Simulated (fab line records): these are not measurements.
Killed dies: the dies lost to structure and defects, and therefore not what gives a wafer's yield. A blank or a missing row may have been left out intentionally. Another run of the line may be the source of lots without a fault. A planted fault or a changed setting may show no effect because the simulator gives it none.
fab line records	flow sky130
[record] lots = 24	wafers = 72	last_day = 50
route steps=708 shown NWELL@34 LDD_HVN@277 LDD_LDN@296 SD_P@330 METAL5@675 PAD_OPEN@702
lots with no fault: from the same line, run without faults
start_h: hours from the record's first day to the start of the lot's first wafer shown	wait_h: hours since the lot's step before	" identical to the entry in the row above	L1.1+2: one row covering several wafers at once	- no value, or no start given	* or withheld: withheld	< > ~ a bound
route shown NAME@n: names a module that has steps shown in the file, with the first one's number in the route	usual: mean/standard deviation of fault-free wafers	same: alike in all rows	chamber/n: place in a boat	sites: each site's reading	_std_site: the values' standard deviation	_edge_site: outer sites' mean less inner sites'	radius_mm: for every site, how far away it sits from the centre of the wafer	mask NAME#n: copy n	behind: tool/chamber where the wafer was last shaped	hold: why the lot was held/for how many hours/how that ended	device: names the non-switching transistor (n, p or np)	end of line: tests run on the same wafers once the route is complete	a step without rows: its recipe alone	killed: at the first sort, the dies lost to defects and structure; wafer yield is something else	map: the dies of a wafer, with x for killed, . for not killed, _ for no die there
set.NAME: the setting that was run; set.NAME@STEP: the one run at that earlier step	model.NAME: the simulator's own value behind a step, which no gauge read
the route's steps for a sample of lots (tables are steps, rows are wafers)
services: a tool's chamber out of use, with start hour (start_h, from the record's first day; less than 0 if before it), hours out, and reason
[[steps]]
[step SKY_NWELL_THK_MEAS_02]
[recipe] reads = SiO2_of_NWELL_OXIDATION_01
[usual] NWELL_OXIDATION_THK = 10.03/0.17
lot.wafer	tool	chamber	start_h	wait_h	NWELL_OXIDATION_THK[nm]
L074.1	film_metro-04	-	37.22	0.0	10.18
L074.4	"	-	"	"	10.05
L074.6	"	-	"	"	9.97
L075.4	film_metro-01	-	40.97	0.0	10.45
L075.5	"	-	"	"	10.22
L075.6	"	-	"	"	10.30
L076.3	film_metro-02	-	49.23	0.0	10.01
L076.4	"	-	"	"	10.37
L076.5	"	-	"	"	10.11
L077.3	film_metro-04	-	54.22	0.0	10.18
L077.4	"	-	"	"	10.11
L077.6	"	-	"	"	10.09
L078.2	film_metro-02	-	58.54	0.0	10.06
L078.3	"	-	"	"	10.18
L078.4	"	-	"	"	10.06
L079.1	film_metro-01	-	63.03	0.0	10.30
L079.3	"	-	"	"	10.33
L079.6	"	-	"	"	9.93
L080.3	film_metro-04	-	69.16	0.0	10.06
L080.5	"	-	"	"	10.11
L080.6	"	-	"	"	10.09
L081.2	film_metro-04	-	73.04	0.0	10.00
L081.4	"	-	"	"	9.98
L081.6	"	-	"	"	9.87
L082.2	film_metro-04	-	75.85	0.0	9.97
L082.4	"	-	"	"	10.02
L082.5	"	-	"	"	10.01
L083.2	film_metro-01	-	81.02	0.0	9.97
L083.4	"	-	"	"	9.91
L083.5	"	-	"	"	10.07
L084.1	film_metro-02	-	87.57	0.0	9.87
L084.2	"	-	"	"	9.86
L084.4	"	-	"	"	9.84
L085.3	film_metro-04	-	92.98	0.0	9.78
L085.4	"	-	"	"	10.00
L085.5	"	-	"	"	9.78
L086.1	film_metro-02	-	97.71	0.0	10.09
L086.3	"	-	"	"	10.25
L086.4	"	-	"	"	10.22
L087.2	film_metro-02	-	104.71	0.0	9.87
L087.3	"	-	"	"	9.97
L087.4	"	-	"	"	10.04
L088.3	film_metro-02	-	107.65	0.0	9.99
L088.4	"	-	"	"	9.91
L088.5	"	-	"	"	10.03
L089.2	film_metro-02	-	116.36	0.0	9.88
L089.3	"	-	"	"	9.65
L089.6	"	-	"	"	9.97
L090.3	film_metro-01	-	121.06	0.0	10.03
L090.4	"	-	"	"	9.90
L090.5	"	-	"	"	10.07
L091.3	film_metro-01	-	126.83	0.0	10.02
L091.4	"	-	"	"	9.87
L091.6	"	-	"	"	10.02
L092.2	film_metro-02	-	131.07	0.0	9.85
L092.3	"	-	"	"	9.82
L092.4	"	-	"	"	9.79
L093.1	film_metro-04	-	136.47	0.0	9.95
L093.3	"	-	"	"	9.89
L093.4	"	-	"	"	9.80
L094.1	film_metro-02	-	140.99	0.0	9.91
L094.2	"	-	"	"	9.89
L094.4	"	-	"	"	9.82
L095.1	film_metro-02	-	148.27	0.0	10.59
L095.4	"	-	"	"	10.24
L095.5	"	-	"	"	10.31
L096.1	film_metro-02	-	153.74	0.0	9.89
L096.2	"	-	"	"	9.84
L096.4	"	-	"	"	9.74
L097.2	film_metro-02	-	157.70	0.0	9.96
L097.4	"	-	"	"	10.16
L097.5	"	-	"	"	10.25
[step SKY_LDD_HVN_TW_MEAS_10]
[usual] LDD_HVN_TW = 1436/11
lot.wafer	tool	chamber	start_h	wait_h	LDD_HVN_TW
L074.1	film_metro-02	-	465.27	0.1	1425
L074.4	"	-	"	"	1427
L074.6	"	-	"	"	1432
L075.4	film_metro-03	-	483.25	0.1	1425
L075.5	"	-	"	"	1434
L075.6	"	-	"	"	1441
L076.3	film_metro-03	-	494.23	0.1	1431
L076.4	"	-	"	"	1437
L076.5	"	-	"	"	1436
L077.3	film_metro-02	-	495.18	0.1	1432
L077.4	"	-	"	"	1432
L077.6	"	-	"	"	1426
L078.2	film_metro-03	-	503.09	0.1	1435
L078.3	"	-	"	"	1436
L078.4	"	-	"	"	1434
L079.1	film_metro-03	-	513.62	0.1	1435
L079.3	"	-	"	"	1433
L079.6	"	-	"	"	1430
L080.3	film_metro-04	-	523.55	0.1	1455
L080.5	"	-	"	"	1446
L080.6	"	-	"	"	1450
L081.2	film_metro-03	-	526.24	0.1	1429
L081.4	"	-	"	"	1444
L081.6	"	-	"	"	1435
L082.2	film_metro-03	-	533.19	0.1	1444
L082.4	"	-	"	"	1442
L082.5	"	-	"	"	1447
L083.2	film_metro-04	-	539.33	0.1	1434
L083.4	"	-	"	"	1442
L083.5	"	-	"	"	1436
L084.1	film_metro-03	-	547.42	0.1	1440
L084.2	"	-	"	"	1435
L084.4	"	-	"	"	1435
L085.3	film_metro-04	-	559.14	0.1	1449
L085.4	"	-	"	"	1449
L085.5	"	-	"	"	1457
L086.1	film_metro-03	-	564.11	0.1	1439
L086.3	"	-	"	"	1442
L086.4	"	-	"	"	1434
L087.2	film_metro-02	-	576.64	0.1	1420
L087.3	"	-	"	"	1413
L087.4	"	-	"	"	1419
L088.3	film_metro-04	-	584.19	0.1	1444
L088.4	"	-	"	"	1452
L088.5	"	-	"	"	1453
L089.2	film_metro-02	-	589.24	0.1	1414
L089.3	"	-	"	"	1422
L089.6	"	-	"	"	1415
L090.3	film_metro-04	-	606.93	0.1	1449
L090.4	"	-	"	"	1446
L090.5	"	-	"	"	1447
L091.3	film_metro-03	-	610.60	0.1	1425
L091.4	"	-	"	"	1422
L091.6	"	-	"	"	1423
L092.2	film_metro-04	-	616.63	0.1	1447
L092.3	"	-	"	"	1449
L092.4	"	-	"	"	1454
L093.1	film_metro-02	-	624.58	0.1	1426
L093.3	"	-	"	"	1422
L093.4	"	-	"	"	1426
L094.1	film_metro-03	-	634.97	0.1	1425
L094.2	"	-	"	"	1422
L094.4	"	-	"	"	1424
L095.1	film_metro-04	-	643.61	0.1	1440
L095.4	"	-	"	"	1443
L095.5	"	-	"	"	1438
L096.1	film_metro-03	-	648.88	0.1	1415
L096.2	"	-	"	"	1419
L096.4	"	-	"	"	1421
L097.2	film_metro-04	-	657.37	0.1	1453
L097.4	"	-	"	"	1440
L097.5	"	-	"	"	1450
[step SKY_LDD_LDN_OVL_MEAS_07]
[usual] LDD_LDN_OVL = -0.9/1.3
lot.wafer	tool	chamber	start_h	wait_h	LDD_LDN_OVL[nm]
L074.1	overlay-02	-	527.32	0.1	-0.7
L074.4	"	-	"	"	-0.7
L074.6	"	-	"	"	-2.9
L075.4	overlay-02	-	545.14	0.1	-0.7
L075.5	"	-	"	"	1.1
L075.6	"	-	"	"	0.5
L076.3	overlay-02	-	554.89	0.1	-0.5
L076.4	"	-	"	"	0.7
L076.5	"	-	"	"	1.6
L077.3	overlay-02	-	556.09	0.1	-2.6
L077.4	"	-	"	"	-0.3
L077.6	"	-	"	"	-0.9
L078.2	overlay-01	-	563.48	0.1	-1.4
L078.3	"	-	"	"	-1.5
L078.4	"	-	"	"	-1.9
L079.1	overlay-01	-	573.94	0.1	-0.1
L079.3	"	-	"	"	-0.8
L079.6	"	-	"	"	-1.3
L080.3	overlay-01	-	582.33	0.1	0.2
L080.5	"	-	"	"	1.9
L080.6	"	-	"	"	1.9
L081.2	overlay-02	-	585.47	0.1	-1.0
L081.4	"	-	"	"	-0.9
L081.6	"	-	"	"	-1.1
L082.2	overlay-02	-	592.78	0.1	-1.3
L082.4	"	-	"	"	-0.9
L082.5	"	-	"	"	-1.6
L083.2	overlay-01	-	598.30	0.1	-3.1
L083.4	"	-	"	"	-2.0
L083.5	"	-	"	"	-3.4
L084.1	overlay-02	-	606.32	0.1	-1.2
L084.2	"	-	"	"	-0.2
L084.4	"	-	"	"	-0.3
L085.3	overlay-01	-	617.65	0.1	-0.9
L085.4	"	-	"	"	-0.6
L085.5	"	-	"	"	0.7
L086.1	overlay-02	-	622.27	0.1	-1.1
L086.3	"	-	"	"	-1.1
L086.4	"	-	"	"	-0.3
L087.2	overlay-02	-	634.82	0.1	-1.0
L087.3	"	-	"	"	-2.6
L087.4	"	-	"	"	-1.5
L088.3	overlay-01	-	642.35	0.1	2.0
L088.4	"	-	"	"	-0.7
L088.5	"	-	"	"	0.7
L089.2	overlay-01	-	646.62	0.1	-0.1
L089.3	"	-	"	"	1.8
L089.6	"	-	"	"	1.9
L090.3	overlay-02	-	664.49	0.1	0.9
L090.4	"	-	"	"	-0.2
L090.5	"	-	"	"	1.9
L091.3	overlay-02	-	669.05	0.1	-0.7
L091.4	"	-	"	"	-1.5
L091.6	"	-	"	"	-0.1
L092.2	overlay-02	-	674.68	0.1	-2.1
L092.3	"	-	"	"	1.9
L092.4	"	-	"	"	-1.9
L093.1	overlay-01	-	681.27	0.1	-2.9
L093.3	"	-	"	"	-4.0
L093.4	"	-	"	"	-2.1
L094.1	overlay-01	-	691.49	0.1	-1.7
L094.2	"	-	"	"	-2.6
L094.4	"	-	"	"	-1.0
L095.1	overlay-02	-	698.89	0.1	-1.4
L095.4	"	-	"	"	-2.9
L095.5	"	-	"	"	-3.2
L096.1	overlay-02	-	704.32	0.1	-0.5
L096.2	"	-	"	"	-1.2
L096.4	"	-	"	"	-2.7
L097.2	overlay-02	-	712.28	0.1	-2.0
L097.4	"	-	"	"	0.6
L097.5	"	-	"	"	-1.8
[step SKY_SD_P_STRIP_10]
[recipe] chemistry = O2/N2	power_w = 1400	pressure_mtorr = 1500	platen_temp_c = withheld	o2_flow_sccm = 3000	n2_flow_sccm = 300	overash_fraction = 0.5
[usual] chamber_pressure_mTorr = 1500.0/1.3	drypump_motor_current_A = 5.59/0.2	n2_flow_sccm = 300.1/0.92	oes_product_au = 0.617/0.0045	strip_time_to_endpoint_s = 17.52/0.041
lot.wafer	tool	chamber	start_h	wait_h	chamber_pressure_mTorr	drypump_motor_current_A	n2_flow_sccm	oes_product_au	rf_hours_counter_h	strip_time_to_endpoint_s
L074.1	plasma_asher-02	0	588.95	0.1	1501.6	5.35	299.2	0.614	77	17.48
L074.4	"	1	"	"	1499.2	5.60	300.6	0.618	-	17.53
L074.6	"	0	"	"	1499.7	5.35	298.0	0.617	-	17.45
L075.4	plasma_asher-02	1	607.26	0.1	1500.6	5.60	300.7	0.616	-	17.53
L075.5	"	0	"	"	1500.3	5.34	300.1	0.613	-	17.60
L075.6	"	1	"	"	1499.2	5.60	299.1	0.618	-	17.56
L076.3	plasma_asher-01	1	614.77	0.1	1496.9	5.97	299.9	0.626	-	17.52
L076.4	"	0	"	"	1500.2	5.44	301.0	0.609	-	17.55
L076.5	"	0	"	"	1502.4	5.44	300.3	0.611	-	17.50
L077.3	plasma_asher-02	1	616.23	0.1	1499.9	5.58	299.8	0.620	-	17.52
L077.4	"	0	"	"	1498.6	5.35	302.3	0.615	-	17.51
L077.6	"	0	"	"	1501.0	5.36	300.9	0.621	-	17.55
L078.2	plasma_asher-02	1	624.90	0.1	1497.8	5.60	300.6	0.615	81	17.56
L078.3	"	0	"	"	1500.0	5.33	299.5	0.617	-	17.56
L078.4	"	1	"	"	1500.3	5.61	302.2	0.611	-	17.55
L079.1	plasma_asher-02	0	635.60	0.1	1500.2	5.35	300.3	0.617	82	17.57
L079.3	"	1	"	"	1500.2	5.61	299.2	0.623	-	17.57
L079.6	"	0	"	"	1498.9	5.37	299.8	0.622	-	17.53
L080.3	plasma_asher-03	0	641.97	0.1	1499.8	5.64	301.2	0.622	-	17.47
L080.5	"	0	"	"	1499.2	5.66	300.3	0.612	-	17.44
L080.6	"	1	"	"	1499.6	5.67	300.2	0.616	-	17.44
L081.2	plasma_asher-01	0	645.99	0.1	1498.6	5.47	300.6	0.621	98	17.51
L081.4	"	0	"	"	1501.5	5.46	299.3	0.620	-	17.51
L081.6	"	1	"	"	1499.7	5.95	299.9	0.614	-	17.54
L082.2	plasma_asher-03	1	652.45	0.1	1502.0	5.69	299.6	0.620	22	17.45
L082.4	"	0	"	"	1500.3	5.66	299.7	0.615	-	17.49
L082.5	"	0	"	"	1500.5	5.67	299.9	0.609	-	17.46
L083.2	plasma_asher-02	1	659.11	0.1	1502.3	5.60	301.7	0.622	84	17.56
L083.4	"	1	"	"	1500.6	5.59	299.2	0.617	-	17.54
L083.5	"	1	"	"	1500.2	5.60	299.8	0.621	-	17.51
L084.1	plasma_asher-01	0	668.45	0.1	1500.3	5.45	298.7	0.620	100	17.49
L084.2	"	1	"	"	1499.0	5.95	299.9	0.606	100	17.56
L084.4	"	0	"	"	1501.9	5.47	299.9	0.616	-	17.54
L085.3	plasma_asher-02	0	676.71	0.1	1499.5	5.36	300.9	0.623	-	17.51
L085.4	"	1	"	"	1499.5	5.60	300.3	0.614	-	17.48
L085.5	"	0	"	"	1500.1	5.37	299.6	0.621	-	17.48
L086.1	plasma_asher-02	0	681.09	0.1	1501.8	5.36	299.0	0.621	86	17.51
L086.3	"	1	"	"	1496.9	5.57	300.2	0.613	-	17.53
L086.4	"	0	"	"	1498.9	5.37	299.9	0.609	-	17.49
L087.2	plasma_asher-02	0	693.38	0.1	1498.0	5.34	298.7	0.617	88	17.49
L087.3	"	0	"	"	1501.1	5.32	300.2	0.615	-	17.42
L087.4	"	1	"	"	1499.0	5.60	300.1	0.615	-	17.46
L088.3	plasma_asher-02	1	700.43	0.1	1499.8	5.59	302.4	0.616	-	17.54
L088.4	"	0	"	"	1500.9	5.38	299.7	0.619	-	17.56
L088.5	"	0	"	"	1498.8	5.36	300.7	0.613	-	17.53
L089.2	plasma_asher-01	1	704.75	0.1	1498.5	5.95	298.2	0.618	104	17.53
L089.3	"	1	"	"	1498.5	5.98	298.8	0.609	-	17.52
L089.6	"	1	"	"	1499.2	5.98	298.3	0.625	-	17.54
L090.3	plasma_asher-03	1	723.68	0.1	1500.0	5.69	297.7	0.614	-	17.46
L090.4	"	0	"	"	1500.6	5.61	300.6	0.616	-	17.51
L090.5	"	1	"	"	1498.2	5.68	300.0	0.614	-	17.51
L091.3	plasma_asher-02	0	727.27	0.1	1499.2	5.38	301.6	0.625	-	17.57
L091.4	"	1	"	"	1498.8	5.59	300.0	0.613	-	17.50
L091.6	"	0	"	"	1501.8	5.37	301.0	0.624	-	17.55
L092.2	plasma_asher-01	1	732.80	0.1	1498.8	5.93	298.8	0.614	107	17.53
L092.3	"	1	"	"	1498.9	5.95	301.0	0.619	-	17.56
L092.4	"	0	"	"	1500.4	5.48	301.0	0.613	-	17.54
L093.1	plasma_asher-03	0	740.24	0.1	1502.7	5.64	298.1	0.620	30	17.50
L093.3	"	0	"	"	1501.3	5.61	299.4	0.619	-	17.51
L093.4	"	1	"	"	1501.0	5.71	300.1	0.618	-	17.46
L094.1	plasma_asher-03	1	749.25	0.1	1500.9	5.64	300.5	0.625	31	17.57
L094.2	"	0	"	"	1497.2	5.68	299.7	0.625	31	17.61
L094.4	"	1	"	"	1503.0	5.68	300.0	0.615	-	17.58
L095.1	plasma_asher-01	0	756.95	0.1	1500.4	5.46	300.2	0.615	1	17.50
L095.4	"	1	"	"	1497.0	6.00	300.8	0.614	-	17.51
L095.5	"	0	"	"	1498.8	5.44	300.7	0.615	-	17.51
L096.1	plasma_asher-01	0	761.80	0.1	1500.9	5.46	299.6	0.617	2	17.54
L096.2	"	1	"	"	1499.3	5.90	299.4	0.620	2	17.55
L096.4	"	0	"	"	1500.1	5.47	299.9	0.614	-	17.59
L097.2	plasma_asher-01	1	771.48	0.1	1500.7	5.92	300.5	0.621	2	17.59
L097.4	"	1	"	"	1500.6	5.95	299.9	0.615	-	17.53
L097.5	"	0	"	"	1499.9	5.47	301.0	0.612	-	17.55
[step SKY_METAL5_DESCUM_14]
[recipe] chemistry = O2	source_power_w = 150	bias_power_w = 0	pressure_mtorr = 10	temp_c = 40	time_s = 11
[usual] chamber_pressure_mTorr = 10.000/0.0092	drypump_motor_current_A = 5.7/0.33	oes_product_au = 1.005/0.013	rf_fwd_power_W = 147.6/0.84
lot.wafer	tool	chamber	start_h	wait_h	chamber_pressure_mTorr	drypump_motor_current_A	oes_product_au	rf_fwd_power_W	rf_hours_counter_h
L074.1	rie_metal-03	1	1026.24	0.1	9.990	6.2	1.018	147.5	23
L074.4	"	1	"	"	9.999	6.2	1.028	147.2	-
L074.6	"	1	"	"	10.014	6.2	1.017	146.6	-
L075.4	rie_metal-02	0	1042.24	0.1	9.989	5.5	1.016	149.4	-
L075.5	"	1	"	"	10.005	5.8	1.012	146.0	-
L075.6	"	0	"	"	9.993	5.5	1.008	149.4	-
L076.3	rie_metal-04	1	1046.80	0.1	10.013	5.7	0.995	147.7	-
L076.4	"	0	"	"	9.983	5.8	1.008	147.8	-
L076.5	"	1	"	"	10.011	5.7	0.991	147.8	-
L077.3	rie_metal-03	1	1050.05	0.1	9.991	6.1	1.012	148.2	-
L077.4	"	0	"	"	10.006	5.0	0.985	147.3	-
L077.6	"	1	"	"	10.013	6.2	1.004	148.3	-
L078.2	rie_metal-02	1	1053.94	0.1	10.008	5.8	1.025	146.7	12
L078.3	"	1	"	"	10.012	5.8	1.015	146.7	-
L078.4	"	0	"	"	10.004	5.5	1.002	148.8	-
L079.1	rie_metal-04	1	1064.64	0.1	10.012	5.7	1.002	148.2	2
L079.3	"	0	"	"	10.015	5.7	1.015	147.2	-
L079.6	"	0	"	"	9.997	5.7	1.014	147.4	-
L080.3	rie_metal-02	0	1070.89	0.1	10.000	5.5	1.009	148.3	-
L080.5	"	1	"	"	10.004	5.8	1.014	146.0	-
L080.6	"	0	"	"	10.000	5.5	1.010	148.1	-
L081.2	rie_metal-04	1	1071.69	0.1	9.997	5.7	0.993	147.1	3
L081.4	"	1	"	"	9.990	5.8	0.980	147.3	-
L081.6	"	1	"	"	10.013	5.7	1.000	147.4	-
L082.2	rie_metal-02	0	1074.68	0.1	10.004	5.5	1.005	148.3	12
L082.4	"	0	"	"	9.984	5.5	1.012	148.1	-
L082.5	"	0	"	"	10.004	5.5	1.006	147.8	-
L083.2	rie_metal-03	1	1081.74	0.1	10.001	6.1	1.003	147.9	0
L083.4	"	1	"	"	9.994	6.1	1.008	148.6	-
L083.5	"	1	"	"	9.976	6.2	1.007	147.9	-
L084.1	rie_metal-04	0	1091.58	0.1	10.003	5.8	1.018	147.5	13
L084.2	"	1	"	"	10.004	5.8	0.989	148.2	4
L084.4	"	0	"	"	9.998	5.7	1.007	148.6	-
L085.3	rie_metal-03	1	1096.34	0.1	9.984	6.1	1.018	147.8	-
L085.4	"	0	"	"	10.003	5.0	0.988	147.3	-
L085.5	"	0	"	"	10.003	5.0	0.987	147.7	-
L086.1	rie_metal-03	1	1100.39	0.1	10.003	6.2	1.011	147.7	2
L086.3	"	0	"	"	10.012	5.0	0.990	146.4	-
L086.4	"	1	"	"	10.009	6.2	1.022	148.3	-
L087.2	rie_metal-02	1	1110.59	0.1	9.984	5.8	1.019	146.3	16
L087.3	"	1	"	"	10.012	5.8	1.021	146.1	-
L087.4	"	0	"	"	9.997	5.5	1.006	149.0	-
L088.3	rie_metal-02	1	1113.65	0.1	10.008	5.7	1.013	146.3	-
L088.4	"	0	"	"	10.013	5.5	1.018	148.8	-
L088.5	"	1	"	"	10.012	5.8	1.012	146.3	-
L089.2	rie_metal-04	1	1115.73	0.1	10.006	5.7	0.994	148.3	7
L089.3	"	1	"	"	9.987	5.7	0.987	147.8	-
L089.6	"	0	"	"	9.997	5.7	1.003	147.6	-
L090.3	rie_metal-03	1	1130.20	0.1	9.993	6.2	1.012	147.9	-
L090.4	"	0	"	"	9.994	5.0	0.989	147.6	-
L090.5	"	1	"	"	9.994	6.2	1.014	147.5	-
L091.3	rie_metal-04	1	1132.35	0.1	9.993	5.7	1.001	148.5	-
L091.4	"	0	"	"	9.994	5.7	1.009	147.6	-
L091.6	"	1	"	"	9.993	5.7	0.990	148.2	-
L092.2	rie_metal-02	1	1137.29	0.1	10.005	5.7	1.024	147.0	18
L092.3	"	1	"	"	9.996	5.7	1.020	145.8	-
L092.4	"	0	"	"	10.006	5.5	1.018	147.9	-
L093.1	rie_metal-04	0	1139.09	0.1	9.990	5.8	1.011	148.8	15
L093.3	"	1	"	"	9.994	5.7	1.001	147.7	-
L093.4	"	0	"	"	9.989	5.7	1.010	148.2	-
L094.1	rie_metal-02	1	1145.14	0.1	9.999	5.8	1.011	146.4	19
L094.2	"	0	"	"	9.988	5.5	1.019	147.8	16
L094.4	"	0	"	"	10.004	5.5	1.009	147.7	-
L095.1	rie_metal-04	1	1153.38	0.1	10.002	5.7	0.987	147.7	10
L095.4	"	1	"	"	10.011	5.7	0.984	147.3	-
L095.5	"	0	"	"	9.987	5.7	1.003	149.0	-
L096.1	rie_metal-04	0	1155.89	0.1	10.000	5.7	0.996	147.9	17
L096.2	"	1	"	"	10.005	5.7	0.983	147.3	10
L096.4	"	1	"	"	10.002	5.7	0.978	147.7	-
L097.2	rie_metal-03	1	1162.49	0.1	10.012	6.2	1.021	147.3	7
L097.4	"	0	"	"	10.014	5.0	0.994	146.8	-
L097.5	"	1	"	"	10.008	6.2	1.019	148.2	-
[step SKY_PAD_OPEN_STRIP_08]
[recipe] chemistry = O2/N2	power_w = 1400	pressure_mtorr = 1500	platen_temp_c = withheld	overash_fraction = 0.7	o2_flow_sccm = 3000	n2_flow_sccm = 300
[usual] chamber_pressure_mTorr = 1500.1/1.3	drypump_motor_current_A = 5.59/0.22	n2_flow_sccm = 300.1/0.85	oes_product_au = 0.663/0.0048
lot.wafer	tool	chamber	start_h	wait_h	chamber_pressure_mTorr	drypump_motor_current_A	n2_flow_sccm	oes_product_au	rf_hours_counter_h
L074.1	plasma_asher-01	1	1072.15	0.1	1499.5	5.98	299.8	0.664	33
L074.4	"	1	"	"	1500.1	6.00	300.3	0.667	-
L074.6	"	1	"	"	1499.9	5.98	299.9	0.666	-
L075.4	plasma_asher-01	1	1087.03	0.1	1499.3	6.00	299.5	0.668	-
L075.5	"	0	"	"	1499.9	5.46	300.5	0.667	-
L075.6	"	1	"	"	1501.3	5.94	300.8	0.666	-
L076.3	plasma_asher-02	1	1091.06	0.1	1500.2	5.59	300.1	0.662	-
L076.4	"	0	"	"	1497.9	5.35	300.8	0.670	-
L076.5	"	0	"	"	1499.8	5.36	299.7	0.656	-
L077.3	plasma_asher-01	1	1094.23	0.1	1501.8	5.93	300.1	0.665	-
L077.4	"	0	"	"	1499.8	5.47	299.3	0.667	-
L077.6	"	0	"	"	1498.8	5.45	298.8	0.668	-
L078.2	plasma_asher-04	1	1097.68	0.1	1500.3	5.41	300.2	0.664	97
L078.3	"	0	"	"	1498.1	5.68	299.4	0.662	-
L078.4	"	1	"	"	1501.0	5.41	300.5	0.669	-
L079.1	plasma_asher-04	0	1106.93	0.1	1501.7	5.66	300.7	0.662	97
L079.3	"	1	"	"	1500.5	5.41	299.5	0.671	-
L079.6	"	0	"	"	1500.6	5.66	301.1	0.658	-
L080.3	plasma_asher-04	1	1113.82	0.1	1500.0	5.42	298.8	0.675	-
L080.5	"	0	"	"	1500.6	5.66	300.8	0.653	-
L080.6	"	1	"	"	1499.7	5.43	298.2	0.665	-
L081.2	plasma_asher-02	0	1115.00	0.1	1501.6	5.34	300.1	0.658	5
L081.4	"	0	"	"	1502.8	5.34	301.0	0.667	-
L081.6	"	1	"	"	1500.4	5.60	300.8	0.665	-
L082.2	plasma_asher-02	1	1117.03	0.1	1498.7	5.60	299.5	0.659	5
L082.4	"	0	"	"	1498.3	5.33	299.7	0.655	-
L082.5	"	1	"	"	1499.1	5.58	299.5	0.664	-
L083.2	plasma_asher-02	1	1124.35	0.1	1499.4	5.60	300.6	0.656	6
L083.4	"	1	"	"	1501.3	5.61	300.9	0.665	-
L083.5	"	1	"	"	1500.3	5.58	300.6	0.660	-
L084.1	plasma_asher-01	1	1132.10	0.1	1498.6	6.00	299.1	0.670	39
L084.2	"	0	"	"	1498.7	5.46	299.2	0.671	39
L084.4	"	1	"	"	1499.9	5.96	299.4	0.663	-
L085.3	plasma_asher-01	1	1136.72	0.1	1497.1	5.95	298.7	0.665	-
L085.4	"	0	"	"	1501.6	5.46	299.7	0.664	-
L085.5	"	1	"	"	1499.9	5.98	300.5	0.662	-
L086.1	plasma_asher-01	0	1140.83	0.1	1500.4	5.47	299.2	0.663	40
L086.3	"	1	"	"	1501.6	5.93	300.0	0.662	-
L086.4	"	0	"	"	1500.7	5.47	299.2	0.655	-
L087.2	plasma_asher-01	0	1149.53	0.1	1502.4	5.46	301.9	0.658	41
L087.3	"	0	"	"	1500.3	5.45	301.1	0.658	-
L087.4	"	1	"	"	1498.5	5.97	299.2	0.668	-
L088.3	plasma_asher-01	1	1151.88	0.1	1498.7	5.97	298.8	0.659	-
L088.4	"	0	"	"	1496.6	5.45	300.8	0.660	-
L088.5	"	0	"	"	1500.8	5.47	301.1	0.660	-
L089.2	plasma_asher-04	0	1153.83	0.1	1500.8	5.69	299.4	0.660	102
L089.3	"	0	"	"	1500.4	5.69	298.9	0.662	-
L089.6	"	1	"	"	1498.8	5.40	299.4	0.662	-
L090.3	plasma_asher-02	1	1167.73	0.1	1499.1	5.61	298.4	0.667	-
L090.4	"	0	"	"	1500.9	5.36	301.1	0.661	-
L090.5	"	1	"	"	1502.5	5.59	297.7	0.662	-
L091.3	plasma_asher-02	1	1169.11	0.1	1502.8	5.59	300.8	0.655	-
L091.4	"	0	"	"	1498.1	5.34	300.3	0.659	-
L091.6	"	0	"	"	1499.7	5.37	300.0	0.656	-
L092.2	plasma_asher-01	1	1172.45	0.1	1501.9	5.95	299.1	0.665	43
L092.3	"	0	"	"	1499.6	5.47	301.1	0.664	-
L092.4	"	1	"	"	1499.4	5.96	299.5	0.662	-
L093.1	plasma_asher-04	0	1174.90	0.1	1501.4	5.71	300.1	0.661	104
L093.3	"	1	"	"	1499.3	5.42	301.7	0.666	-
L093.4	"	0	"	"	1500.0	5.70	299.9	0.656	-
L094.1	plasma_asher-01	1	1180.68	0.1	1502.5	5.98	302.4	0.660	44
L094.2	"	0	"	"	1497.8	5.45	302.3	0.673	44
L094.4	"	0	"	"	1498.3	5.45	300.9	0.667	-
L095.1	plasma_asher-02	0	1187.98	0.1	1499.6	5.33	299.6	0.669	11
L095.4	"	0	"	"	1498.9	5.34	299.9	0.662	-
L095.5	"	1	"	"	1499.9	5.58	299.8	0.658	-
L096.1	plasma_asher-02	0	1189.88	0.1	1500.8	5.35	299.4	0.666	11
L096.2	"	1	"	"	1499.1	5.59	299.5	0.659	11
L096.4	"	0	"	"	1499.4	5.34	300.6	0.665	-
L097.2	plasma_asher-04	0	1196.53	0.1	1502.7	5.67	299.7	0.667	106
L097.4	"	1	"	"	1500.5	5.46	300.0	0.653	-
L097.5	"	0	"	"	1498.1	5.70	299.3	0.664	-
[[services]]
tool	chamber	start_h	hours	kind
plasma_asher-02	-	602.70	2.5	repair
rie_metal-03	-	623.70	1.4	pm
rie_metal-03	1	626.62	2.3	repair
plasma_asher-01	-	631.76	2.6	repair
plasma_asher-04	-	652.06	2.8	pm
plasma_asher-01	-	675.36	2.1	repair
rie_metal-03	-	697.63	3.6	repair
plasma_asher-01	-	733.75	9.0	pm
rie_metal-02	-	737.98	5.1	repair
rie_metal-04	0	746.11	5.9	repair
plasma_asher-02	-	778.73	3.8	repair
plasma_asher-04	-	796.39	1.3	repair
plasma_asher-01	-	801.57	1.6	repair
rie_metal-04	-	861.35	2.0	repair
rie_metal-04	-	917.03	1.4	pm
plasma_asher-01	-	930.95	2.0	repair
rie_metal-04	-	998.82	0.6	repair
rie_metal-04	-	1053.88	0.9	repair
plasma_asher-02	-	1055.25	9.0	pm
rie_metal-02	-	1077.62	2.0	repair
plasma_asher-02	-	1078.11	4.3	pm
rie_metal-04	0	1096.18	17.8	repair
rie_metal-02	-	1114.00	2.8	pm
plasma_asher-02	-	1139.49	1.5	repair
[[key]]
fault none
